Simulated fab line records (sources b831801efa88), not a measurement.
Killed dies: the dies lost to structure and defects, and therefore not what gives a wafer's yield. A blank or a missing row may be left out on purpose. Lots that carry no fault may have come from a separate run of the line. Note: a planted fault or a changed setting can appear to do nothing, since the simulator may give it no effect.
fab line records	flow gf180mcu
record: lots: 24	wafers: 72	last_day: 34
route steps=602 shown STI@26 VT_IMPLANT@135 HV_LDD@187 PSD@263 CONTACT@290 MIM@507
lots that met no fault: taken from a fault-free run of the same line
start_h: the number of hours between the record's first day and the start of the first shown wafer of the lot	wait_h: how many hours have passed since the lot's step before this one	" identical to the entry in the row above	L1.1+2: a row that stands for several wafers	- no value, or no start given	* or withheld: withheld	< > ~ a bound
route shown NAME@n: NAME is a module with steps in the file, n the number in the route of the first one	usual: mean and standard deviation over wafers with no fault	same: alike in all rows	chamber/n: place in a boat	sites: readings site by site	_std_site: how widely they spread, as a standard deviation	_edge_site: outer sites' mean less inner sites'	radius_mm: how far each site lies from the wafer's centre	mask NAME#n: copy n	behind: the most recent tool/chamber to have shaped the wafer	hold: cause of the lot's hold/its duration in hours/its outcome	device: the transistor (n, p or np) that didn't switch	end of line: at the end of the route, the tests of the same wafers	a step with no rows: only its recipe	killed: dies that structure and defects cost at the first sort, which is not the same as the wafer's yield	map: shows each die of a wafer: x if killed, . if not, _ if none is there
set.NAME: the run value of the setting; set.NAME@STEP: its run value at that earlier step	model.NAME: the simulator's own value behind a step, which no gauge read
the route's steps for a sample of lots (tables are steps, rows are wafers)
services: from which hour (start_h, from the record's first day; less than 0 if before it) a tool's chamber was out of use, for how many hours, and why
== steps ==
step: GF_STI_CMP_25
recipe: stop_on: Si3N4	t_overpolish_s: 33	down_force_psi: 4	platen_rpm: 60	target_thk_nm: 524.6	pad_velocity_m_s: 0.94248
usual: motor_current_A: 12.9/1.1	overpolish_run_s: 32.999/0.0089	time_to_endpoint_s: 125/5.3
lot.wafer	tool	chamber	start_h	wait_h	motor_current_A	overpolish_run_s	time_to_endpoint_s
L074.4	cmp-02	0	28.24	0.0	14.2	32.990	132
L074.5	"	0	"	"	14.5	33.001	132
L074.6	"	1	"	"	12.9	32.995	124
L075.1	cmp-01	3	33.12	0.1	11.6	33.006	128
L075.2	"	0	"	"	11.5	33.000	122
L075.4	"	2	"	"	12.3	33.000	124
L076.3	cmp-02	1	36.91	0.1	13.2	33.000	119
L076.2	"	2	"	"	11.7	33.003	126
L076.6	"	0	"	"	14.9	32.999	134
L077.3	cmp-01	1	43.13	0.1	13.3	33.013	122
L077.1	"	3	"	"	11.5	33.006	125
L077.5	"	0	"	"	11.6	32.995	121
L078.4	cmp-02	3	48.17	0.1	14.4	33.015	120
L078.6	"	2	"	"	11.8	32.988	122
L078.5	"	3	"	"	14.2	33.001	120
L079.4	cmp-02	0	52.78	0.0	14.1	32.991	139
L079.2	"	1	"	"	12.8	32.979	124
L079.3	"	2	"	"	11.9	32.993	129
L080.1	cmp-01	1	59.14	0.1	13.6	32.995	127
L080.3	"	3	"	"	11.5	32.990	127
L080.6	"	0	"	"	11.4	33.002	124
L081.1	cmp-01	2	63.81	0.1	12.7	32.999	127
L081.2	"	3	"	"	11.7	33.000	130
L081.5	"	1	"	"	14.7	32.995	124
L082.1	cmp-01	3	68.95	0.1	11.7	33.012	128
L082.4	"	0	"	"	12.2	33.001	129
L082.5	"	0	"	"	11.5	32.996	120
L083.3	cmp-01	2	75.23	0.1	12.9	33.002	124
L083.1	"	3	"	"	11.8	32.994	128
L083.6	"	0	"	"	11.6	32.988	120
L084.4	cmp-01	3	82.05	0.0	11.9	32.997	124
L084.2	"	2	"	"	13.1	33.015	129
L084.5	"	3	"	"	11.9	32.997	130
L085.3	cmp-01	0	88.97	0.0	11.3	33.005	120
L085.4	"	1	"	"	13.3	32.988	120
L085.6	"	1	"	"	13.6	32.984	120
L087.3	cmp-01	0	95.73	0.1	11.3	32.993	120
L087.1	"	1	"	"	13.8	32.994	118
L087.5	"	0	"	"	11.5	32.989	121
L086.2	cmp-02	3	95.83	0.2	13.7	33.019	118
L086.5	"	0	"	"	14.7	32.998	139
L086.6	"	1	"	"	12.7	33.003	120
L088.1	cmp-02	2	100.89	0.1	12.3	33.001	127
L088.4	"	3	"	"	13.6	32.989	116
L088.6	"	3	"	"	13.3	32.994	119
L089.4	cmp-02	1	109.22	0.1	13.1	33.007	122
L089.3	"	2	"	"	12.2	32.989	133
L089.2	"	3	"	"	13.9	32.994	118
L090.2	cmp-02	2	109.47	0.0	12.1	33.002	122
L090.1	"	0	"	"	14.7	32.984	130
L090.5	"	3	"	"	14.4	32.993	112
L091.3	cmp-01	1	117.82	0.1	13.7	33.012	123
L091.4	"	2	"	"	13.1	33.000	130
L091.5	"	0	"	"	11.6	33.002	129
L092.2	cmp-01	2	121.23	0.0	12.6	32.997	122
L092.1	"	0	"	"	11.6	32.991	126
L092.5	"	2	"	"	13.0	32.989	124
L093.4	cmp-02	1	124.57	0.0	12.7	32.986	123
L093.1	"	3	"	"	15.1	33.002	122
L093.2	"	0	"	"	14.8	32.985	135
L094.2	cmp-01	3	131.17	0.1	11.7	32.982	127
L094.3	"	0	"	"	11.7	32.987	123
L094.1	"	1	"	"	13.9	33.005	123
L095.3	cmp-02	3	136.20	0.0	14.2	32.998	118
L095.1	"	0	"	"	14.2	33.001	132
L095.5	"	3	"	"	14.5	33.001	115
L096.4	cmp-01	3	140.53	0.0	11.2	32.998	124
L096.2	"	2	"	"	12.6	33.002	122
L096.5	"	0	"	"	12.4	33.003	121
L097.4	cmp-01	2	146.49	0.0	13.2	32.987	123
L097.3	"	3	"	"	11.6	32.993	130
L097.5	"	3	"	"	11.1	32.990	126
step: GF_VT_IMPLANT_RTA_45
recipe: temp_c: 1050	time_s: 30	ambient: N2
usual: lamp_power_pct: 40.10/0.14	wafer_temp_C_max: 1055.1/1
lot.wafer	tool	chamber	start_h	wait_h	lamp_power_pct	wafer_temp_C_max
L074.4	rtp_anneal-01	0	157.78	0.1	39.95	1056.7
L074.5	"	0	"	"	39.94	1055.2
L074.6	"	0	"	"	39.94	1056.0
L075.1	rtp_anneal-01	0	163.12	0.0	39.99	1055.1
L075.2	"	0	"	"	39.96	1057.4
L075.4	"	0	"	"	40.05	1055.3
L076.2	rtp_anneal-01	0	167.39	0.0	39.92	1053.5
L076.3	"	0	"	"	39.98	1054.1
L076.6	"	0	"	"	39.98	1054.0
L077.1	rtp_anneal-02	0	176.71	0.0	40.24	1055.0
L077.3	"	0	"	"	40.21	1053.9
L077.5	"	0	"	"	40.28	1054.8
L078.4	rtp_anneal-01	0	182.03	0.1	39.95	1053.6
L078.5	"	0	"	"	39.95	1055.0
L078.6	"	0	"	"	39.93	1054.0
L079.2	rtp_anneal-01	0	185.10	0.0	39.94	1055.7
L079.3	"	0	"	"	39.94	1056.3
L079.4	"	0	"	"	40.02	1056.1
L080.1	rtp_anneal-02	0	197.38	0.0	40.19	1053.9
L080.3	"	0	"	"	40.20	1055.0
L080.6	"	0	"	"	40.28	1054.7
L081.1	rtp_anneal-02	0	202.06	0.0	40.21	1055.5
L081.2	"	0	"	"	40.19	1055.2
L081.5	"	0	"	"	40.13	1056.4
L082.1	rtp_anneal-02	0	210.23	0.0	40.13	1054.2
L082.4	"	0	"	"	40.21	1055.1
L082.5	"	0	"	"	40.18	1055.5
L083.1	rtp_anneal-01	0	218.73	0.0	39.96	1056.1
L083.3	"	0	"	"	39.95	1059.1
L083.6	"	0	"	"	39.95	1056.3
L084.2	rtp_anneal-02	0	232.55	0.0	40.23	1055.1
L084.4	"	0	"	"	40.20	1054.5
L084.5	"	0	"	"	40.19	1054.8
L085.3	rtp_anneal-02	0	243.99	0.0	40.24	1053.8
L085.4	"	0	"	"	40.21	1054.2
L085.6	"	0	"	"	40.20	1054.7
L086.2	rtp_anneal-01	0	247.09	0.0	39.99	1055.1
L086.5	"	0	"	"	39.88	1054.4
L086.6	"	0	"	"	39.94	1054.9
L087.1	rtp_anneal-02	0	249.68	0.0	40.25	1054.1
L087.3	"	0	"	"	40.24	1054.2
L087.5	"	0	"	"	40.28	1055.3
L088.1	rtp_anneal-01	0	251.11	0.0	39.94	1055.7
L088.4	"	0	"	"	39.93	1055.5
L088.6	"	0	"	"	39.89	1057.6
L089.2	rtp_anneal-01	0	261.51	0.0	39.96	1054.7
L089.3	"	0	"	"	39.96	1056.2
L089.4	"	0	"	"	39.95	1055.9
L090.1	rtp_anneal-02	0	263.18	0.0	40.16	1055.2
L090.2	"	0	"	"	40.26	1053.8
L090.5	"	0	"	"	40.24	1052.9
L091.3	rtp_anneal-02	0	273.11	0.0	40.21	1053.9
L091.4	"	0	"	"	40.22	1054.5
L091.5	"	0	"	"	40.23	1054.6
L092.1	rtp_anneal-01	0	275.72	0.0	39.98	1055.2
L092.2	"	0	"	"	39.97	1057.0
L092.5	"	0	"	"	39.94	1056.3
L093.1	rtp_anneal-01	0	283.83	0.0	39.90	1056.1
L093.2	"	0	"	"	40.07	1055.6
L093.4	"	0	"	"	39.98	1053.8
L094.1	rtp_anneal-02	0	290.04	0.0	40.20	1055.3
L094.2	"	0	"	"	40.21	1055.0
L094.3	"	0	"	"	40.22	1054.9
L095.1	rtp_anneal-02	0	298.23	0.0	40.16	1056.9
L095.3	"	0	"	"	40.24	1054.8
L095.5	"	0	"	"	40.17	1055.9
L096.2	rtp_anneal-02	0	302.59	0.0	40.22	1053.4
L096.4	"	0	"	"	40.18	1053.8
L096.5	"	0	"	"	40.22	1055.1
L097.3	rtp_anneal-02	0	309.20	0.0	40.20	1054.2
L097.4	"	0	"	"	40.27	1054.6
L097.5	"	0	"	"	40.21	1054.7
step: GF_HV_LDD_TW_MEAS_11
usual: HV_LDD_TW: 2400/36
lot.wafer	tool	chamber	start_h	wait_h	HV_LDD_TW
L074.4	film_metro-04	-	215.47	0.1	2396
L074.5	"	-	"	"	2393
L074.6	"	-	"	"	2393
L075.1	film_metro-01	-	221.37	0.1	2361
L075.2	"	-	"	"	2368
L075.4	"	-	"	"	2377
L076.2	film_metro-03	-	226.45	0.1	2463
L076.3	"	-	"	"	2458
L076.6	"	-	"	"	2465
L077.1	film_metro-03	-	236.33	0.1	2451
L077.3	"	-	"	"	2454
L077.5	"	-	"	"	2457
L078.4	film_metro-01	-	241.87	0.1	2375
L078.5	"	-	"	"	2383
L078.6	"	-	"	"	2365
L079.2	film_metro-01	-	246.45	0.1	2366
L079.3	"	-	"	"	2382
L079.4	"	-	"	"	2367
L080.1	film_metro-04	-	259.09	0.1	2386
L080.3	"	-	"	"	2384
L080.6	"	-	"	"	2406
L081.1	film_metro-04	-	276.03	0.1	2383
L081.2	"	-	"	"	2386
L081.5	"	-	"	"	2379
L082.1	film_metro-01	-	276.54	0.1	2349
L082.4	"	-	"	"	2356
L082.5	"	-	"	"	2341
L083.1	film_metro-04	-	286.74	0.1	2393
L083.3	"	-	"	"	2383
L083.6	"	-	"	"	2385
L084.2	film_metro-01	-	305.48	0.1	2376
L084.4	"	-	"	"	2386
L084.5	"	-	"	"	2381
L085.3	film_metro-04	-	316.30	0.1	2401
L085.4	"	-	"	"	2401
L085.6	"	-	"	"	2397
L086.2	film_metro-04	-	323.48	0.1	2402
L086.5	"	-	"	"	2417
L086.6	"	-	"	"	2401
L087.1	film_metro-01	-	325.28	0.1	2385
L087.3	"	-	"	"	2379
L087.5	"	-	"	"	2379
L088.1	film_metro-04	-	327.24	0.1	2398
L088.4	"	-	"	"	2414
L088.6	"	-	"	"	2412
L090.1	film_metro-04	-	333.89	0.1	2424
L090.2	"	-	"	"	2415
L090.5	"	-	"	"	2412
L089.2	film_metro-01	-	334.23	0.1	2372
L089.3	"	-	"	"	2365
L089.4	"	-	"	"	2364
L091.3	film_metro-01	-	342.90	0.1	2361
L091.4	"	-	"	"	2380
L091.5	"	-	"	"	2359
L092.1	film_metro-03	-	345.32	0.1	2474
L092.2	"	-	"	"	2483
L092.5	"	-	"	"	2466
L093.1	film_metro-01	-	355.98	0.1	2359
L093.2	"	-	"	"	2360
L093.4	"	-	"	"	2375
L094.1	film_metro-01	-	361.98	0.1	2364
L094.2	"	-	"	"	2375
L094.3	"	-	"	"	2365
L095.1	film_metro-03	-	369.77	0.1	2442
L095.3	"	-	"	"	2453
L095.5	"	-	"	"	2458
L096.2	film_metro-04	-	375.45	0.1	2405
L096.4	"	-	"	"	2398
L096.5	"	-	"	"	2403
L097.3	film_metro-03	-	383.80	0.1	2462
L097.4	"	-	"	"	2455
L097.5	"	-	"	"	2457
step: GF_PSD_RS_MEAS_15
recipe: thk_meas_gauge: four-point-probe
usual: PSD_RS: 108.53/0.25
lot.wafer	tool	chamber	start_h	wait_h	PSD_RS[ohm/sq]
L074.4	film_metro-04	-	313.24	0.1	108.96
L074.5	"	-	"	"	108.70
L074.6	"	-	"	"	108.88
L075.1	film_metro-04	-	321.15	0.1	108.38
L075.2	"	-	"	"	108.20
L075.4	"	-	"	"	108.37
L076.2	film_metro-02	-	327.45	0.1	108.33
L076.3	"	-	"	"	108.32
L076.6	"	-	"	"	108.19
L077.1	film_metro-04	-	338.18	0.1	108.40
L077.3	"	-	"	"	108.35
L077.5	"	-	"	"	108.29
L078.4	film_metro-02	-	344.04	0.1	108.61
L078.5	"	-	"	"	108.92
L078.6	"	-	"	"	109.04
L079.2	film_metro-03	-	350.45	0.1	108.74
L079.3	"	-	"	"	108.88
L079.4	"	-	"	"	108.84
L080.1	film_metro-03	-	363.58	0.1	108.49
L080.3	"	-	"	"	108.30
L080.6	"	-	"	"	108.32
L081.1	film_metro-03	-	385.94	0.1	109.00
L081.2	"	-	"	"	108.68
L081.5	"	-	"	"	108.97
L082.1	film_metro-02	-	386.88	0.1	108.16
L082.4	"	-	"	"	108.48
L082.5	"	-	"	"	108.05
L083.1	film_metro-03	-	399.58	0.1	107.89
L083.3	"	-	"	"	108.39
L083.6	"	-	"	"	108.51
L084.2	film_metro-04	-	422.75	0.1	108.94
L084.4	"	-	"	"	108.66
L084.5	"	-	"	"	108.52
L085.3	film_metro-04	-	433.07	0.1	108.87
L085.4	"	-	"	"	108.94
L085.6	"	-	"	"	108.82
L086.2	film_metro-02	-	439.81	0.1	108.75
L086.5	"	-	"	"	109.11
L086.6	"	-	"	"	108.82
L087.1	film_metro-04	-	445.86	0.1	108.62
L087.3	"	-	"	"	108.44
L087.5	"	-	"	"	108.39
L088.1	film_metro-02	-	448.35	0.1	108.56
L088.4	"	-	"	"	108.66
L088.6	"	-	"	"	108.75
L090.1	film_metro-02	-	452.45	0.1	108.53
L090.2	"	-	"	"	108.39
L090.5	"	-	"	"	108.59
L089.2	film_metro-02	-	455.67	0.1	108.36
L089.3	"	-	"	"	108.47
L089.4	"	-	"	"	108.38
L091.3	film_metro-04	-	463.17	0.1	108.54
L091.4	"	-	"	"	108.56
L091.5	"	-	"	"	108.69
L092.1	film_metro-04	-	477.00	0.1	108.75
L092.2	"	-	"	"	108.45
L092.5	"	-	"	"	108.20
L093.1	film_metro-02	-	477.22	0.1	108.41
L093.2	"	-	"	"	108.29
L093.4	"	-	"	"	108.09
L094.1	film_metro-02	-	483.78	0.1	108.73
L094.2	"	-	"	"	108.56
L094.3	"	-	"	"	108.46
L095.1	film_metro-03	-	493.05	0.1	108.18
L095.3	"	-	"	"	108.39
L095.5	"	-	"	"	108.49
L096.2	film_metro-02	-	499.77	0.1	108.71
L096.4	"	-	"	"	108.83
L096.5	"	-	"	"	108.74
L097.3	film_metro-03	-	508.77	0.1	108.64
L097.4	"	-	"	"	108.53
L097.5	"	-	"	"	108.57
step: GF_CONTACT_THK_MEAS_03
recipe: reads: SiO2_of_CONTACT_CVD_02
usual: CONTACT_CVD_02_THK: 857/9.7
lot.wafer	tool	chamber	start_h	wait_h	CONTACT_CVD_02_THK[nm]
L074.4	film_metro-03	-	334.24	0.0	854
L074.5	"	-	"	"	868
L074.6	"	-	"	"	870
L075.1	film_metro-03	-	343.06	0.0	851
L075.2	"	-	"	"	841
L075.4	"	-	"	"	849
L076.2	film_metro-01	-	350.22	0.0	848
L076.3	"	-	"	"	847
L076.6	"	-	"	"	854
L077.1	film_metro-03	-	361.83	0.0	847
L077.3	"	-	"	"	859
L077.5	"	-	"	"	855
L078.4	film_metro-03	-	367.25	0.0	866
L078.5	"	-	"	"	860
L078.6	"	-	"	"	864
L079.2	film_metro-03	-	373.75	0.1	839
L079.3	"	-	"	"	854
L079.4	"	-	"	"	864
L080.1	film_metro-04	-	386.73	0.0	852
L080.3	"	-	"	"	835
L080.6	"	-	"	"	869
L081.1	film_metro-01	-	410.57	0.0	838
L081.2	"	-	"	"	849
L081.5	"	-	"	"	863
L082.1	film_metro-01	-	412.10	0.1	852
L082.4	"	-	"	"	860
L082.5	"	-	"	"	865
L083.1	film_metro-01	-	424.50	0.1	857
L083.3	"	-	"	"	867
L083.6	"	-	"	"	869
L084.2	film_metro-04	-	448.15	0.0	866
L084.4	"	-	"	"	875
L084.5	"	-	"	"	861
L085.3	film_metro-03	-	458.48	0.1	849
L085.4	"	-	"	"	869
L085.6	"	-	"	"	871
L086.2	film_metro-03	-	471.04	0.0	858
L086.5	"	-	"	"	876
L086.6	"	-	"	"	862
L087.1	film_metro-03	-	471.13	0.0	848
L087.3	"	-	"	"	856
L087.5	"	-	"	"	865
L088.1	film_metro-01	-	473.15	0.0	855
L088.4	"	-	"	"	859
L088.6	"	-	"	"	871
L090.1	film_metro-03	-	477.57	0.0	867
L090.2	"	-	"	"	858
L090.5	"	-	"	"	873
L089.2	film_metro-04	-	479.69	0.0	852
L089.3	"	-	"	"	855
L089.4	"	-	"	"	861
L091.3	film_metro-04	-	488.48	0.1	852
L091.4	"	-	"	"	873
L091.5	"	-	"	"	862
L092.1	film_metro-04	-	502.48	0.0	861
L092.2	"	-	"	"	851
L092.5	"	-	"	"	878
L093.1	film_metro-01	-	502.78	0.0	854
L093.2	"	-	"	"	841
L093.4	"	-	"	"	862
L094.1	film_metro-04	-	508.86	0.0	858
L094.2	"	-	"	"	859
L094.3	"	-	"	"	841
L095.1	film_metro-03	-	517.07	0.0	850
L095.3	"	-	"	"	840
L095.5	"	-	"	"	860
L096.2	film_metro-03	-	524.26	0.1	850
L096.4	"	-	"	"	872
L096.5	"	-	"	"	860
L097.3	film_metro-04	-	533.09	0.1	850
L097.4	"	-	"	"	867
L097.5	"	-	"	"	850
step: GF_MIM_SPUTTER_04
recipe: material: TiN	target_thk_nm: 50	power_w: 6500	time_s: 41.7	chamber_pressure_pa: 0.4
usual: throttle_valve_pct: 29.7/1.1
lot.wafer	tool	chamber	start_h	wait_h	throttle_valve_pct
L074.4	pvd_sputter-03	-	557.12	0.0	32.4
L074.5	"	-	"	"	30.1
L074.6	"	-	"	"	32.4
L075.1	pvd_sputter-01	-	565.07	0.0	30.1
L075.2	"	-	"	"	27.4
L075.4	"	-	"	"	29.0
L076.2	pvd_sputter-01	-	573.31	0.0	29.8
L076.3	"	-	"	"	29.2
L076.6	"	-	"	"	29.9
L077.1	pvd_sputter-03	-	584.70	0.0	29.8
L077.3	"	-	"	"	32.3
L077.5	"	-	"	"	29.7
L078.4	pvd_sputter-04	-	586.91	0.0	30.1
L078.5	"	-	"	"	29.9
L078.6	"	-	"	"	30.2
L079.2	pvd_sputter-01	-	597.72	0.0	30.0
L079.3	"	-	"	"	29.5
L079.4	"	-	"	"	27.6
L080.1	pvd_sputter-04	-	608.70	0.0	30.2
L080.3	"	-	"	"	30.0
L080.6	"	-	"	"	29.8
L081.1	pvd_sputter-03	-	629.77	0.0	32.3
L081.2	"	-	"	"	29.8
L081.5	"	-	"	"	29.9
L082.1	pvd_sputter-04	-	631.68	0.0	30.0
L082.4	"	-	"	"	30.1
L082.5	"	-	"	"	29.8
L083.1	pvd_sputter-04	-	641.90	0.0	29.7
L083.3	"	-	"	"	30.1
L083.6	"	-	"	"	29.7
L084.2	pvd_sputter-04	-	661.41	0.0	30.4
L084.4	"	-	"	"	29.9
L084.5	"	-	"	"	29.4
L085.3	pvd_sputter-03	-	669.23	0.0	32.1
L085.4	"	-	"	"	29.7
L085.6	"	-	"	"	28.3
L087.1	pvd_sputter-03	-	679.63	0.0	28.2
L087.3	"	-	"	"	29.8
L087.5	"	-	"	"	28.3
L086.2	pvd_sputter-04	-	680.40	0.0	30.0
L086.5	"	-	"	"	29.3
L086.6	"	-	"	"	30.1
L088.1	pvd_sputter-04	-	682.68	0.0	30.3
L088.4	"	-	"	"	29.7
L088.6	"	-	"	"	29.5
L090.1	pvd_sputter-04	-	685.22	0.0	29.9
L090.2	"	-	"	"	30.1
L090.5	"	-	"	"	30.0
L089.2	pvd_sputter-03	-	686.61	0.0	29.4
L089.3	"	-	"	"	32.4
L089.4	"	-	"	"	27.8
L091.3	pvd_sputter-04	-	693.78	0.0	29.6
L091.4	"	-	"	"	29.7
L091.5	"	-	"	"	29.8
L092.1	pvd_sputter-04	-	703.93	0.0	29.7
L092.2	"	-	"	"	29.5
L092.5	"	-	"	"	29.9
L093.1	pvd_sputter-01	-	704.97	0.0	30.5
L093.2	"	-	"	"	29.5
L093.4	"	-	"	"	29.1
L094.1	pvd_sputter-01	-	708.88	0.0	29.2
L094.2	"	-	"	"	29.4
L094.3	"	-	"	"	27.4
L095.1	pvd_sputter-01	-	717.53	0.0	27.4
L095.3	"	-	"	"	30.2
L095.5	"	-	"	"	29.2
L096.2	pvd_sputter-03	-	721.88	0.0	28.1
L096.4	"	-	"	"	30.1
L096.5	"	-	"	"	28.2
L097.3	pvd_sputter-04	-	727.55	0.0	29.7
L097.4	"	-	"	"	30.2
L097.5	"	-	"	"	29.8
== services ==
tool	chamber	start_h	hours	kind
cmp-01	-	97.70	0.4	repair
cmp-01	-	107.73	0.9	repair
cmp-01	-	135.95	0.5	repair
cmp-01	-	166.64	3.0	repair
cmp-01	-	176.90	2.4	repair
cmp-01	-	193.47	3.1	repair
cmp-01	-	212.49	4.5	pm
cmp-01	-	232.00	4.0	pm
cmp-01	-	309.64	9.4	pm
cmp-01	-	319.72	0.9	repair
cmp-01	-	323.48	0.6	repair
cmp-01	-	367.10	1.0	repair
cmp-01	-	370.86	6.1	pm
cmp-01	-	379.20	2.8	repair
cmp-01	-	383.05	3.3	repair
cmp-01	-	384.83	0.3	repair
cmp-01	-	440.27	18.3	pm
cmp-01	-	460.12	0.5	repair
cmp-01	-	460.19	1.2	repair
cmp-01	-	462.56	1.1	repair
cmp-01	-	572.00	4.0	pm
cmp-01	-	581.49	4.2	pm
cmp-01	-	678.18	0.7	repair
cmp-01	-	692.00	1.5	repair
== key ==
fault none
